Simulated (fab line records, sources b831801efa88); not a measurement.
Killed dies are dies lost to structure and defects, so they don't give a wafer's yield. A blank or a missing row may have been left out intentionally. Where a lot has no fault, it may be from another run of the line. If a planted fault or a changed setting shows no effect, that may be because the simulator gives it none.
Problem report, 8D (eight disciplines) form, completed by code || flow sky130 || the parts of the form that need people (team, actions taken, sign-off) are left out

1. WHAT IS WRONG
Wafers with no fault read 0.3999 Pa with a standard deviation of 0.00077, whereas chamber-pressure-pa at SKY_METAL4_SPUTTER_02 reads a mean of 0.4379 Pa on 1 wafer of 1 lot. Relative to the usual mean, that is a shift of +49 standard deviations.
The step: material AlCu, target thk 735 nm, time 39.1 s.
Seen first at day 43 13:50 on pvd-sputter-02, wafer L999.1. The record has a number at this step for 36 wafers belonging to 12 lots. By rule, "out" or "out of limits" means more than 4 standard deviations away from the usual mean. All remaining wafers that have a number are taken as sound.

2. WHAT IT IS AND WHAT IT IS NOT
{"question": "which readings at this step", "is": "chamber-pressure-pa", "is not": "cathode-dc-power-W, throttle-valve-pct"}
{"question": "which lots", "is": "L999", "is not": "L102, L105, L107, L108, L109, L988, L990, L991, L993, L994, L997"}
{"question": "which wafers of those lots", "is": "L999.1", "is not": "L999.4, L999.5"}
{"question": "read on which tools", "is": "pvd-sputter-02", "is not": "pvd-sputter-01, pvd-sputter-03"}
{"question": "when", "is": "from day 43 13:50", "is not": "up to then (20 sound wafers); but 15 sound wafers of L102, L105, L107, L108, L109 came after"}

3. THE SUSPECTS, EACH WITH WHAT RULES IT OUT
Counting: a tool at a process step up to the reading stays a suspect if it ran every lot that is out. Sound lots after the first of them don't rule it out here, since some wafers of a struck lot are sound.
- cmp-02 at SKY_VIA3_CMP_24 (polishes, stops on SiO2, t overpolish 20 s, target thk 0 nm): kept. It processed L999, the lot that is out, at day 43 13:32, and its most recent sound lot before then was L997 at day 42 12:13.
- pvd-sputter-02 at SKY_METAL4_SPUTTER_02 (material AlCu, target thk 735 nm, time 39.1 s): kept. It ran the lot that is out, L999 (day 43 13:50). Its own chamber-pressure-pa readings are out on those wafers.
- At SKY_VIA3_CMP_24, inside cmp-02: chamber 3 took the wafers that are out, while their sound lot-mates went through chambers 1, 2.
Remaining after the count are cmp-02 at SKY_VIA3_CMP_24 and pvd-sputter-02 at SKY_METAL4_SPUTTER_02.

4. THE CAUSE (what the simulator had put in)
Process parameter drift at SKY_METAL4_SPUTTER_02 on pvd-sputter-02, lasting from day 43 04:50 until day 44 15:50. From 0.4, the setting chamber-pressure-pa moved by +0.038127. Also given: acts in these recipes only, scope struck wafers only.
Counting leaves 2 suspects; this tool is one of them.

5. THE EFFECT CHAIN, in route order
One row per reading whose mean, taken over the struck wafers that have a number, lies over 3 standard deviations from the usual. Only readings for which the record gives a usual standard deviation are gone through. hours: the time from each lot's start at the first step in this table that gives one to its start at this step, as a median over the lots. sigmas: the change in usual standard deviations.
{"hours": 0, "step": "SKY_METAL4_SPUTTER_02", "reading": "chamber-pressure-pa", "usual": "0.3999 Pa", "on struck wafers": 0.4379, "change": "+0.0380", "sigmas": "+49"}
Its process steps:
- SKY_METAL4_SPUTTER_02: material AlCu, target thk 735 nm, time 39.1 s.

6. HOW IT WOULD HAVE BEEN CAUGHT EARLIER
In this record no reading fell out of limits until day 43 13:50, 9 hours after the fault had begun at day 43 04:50.
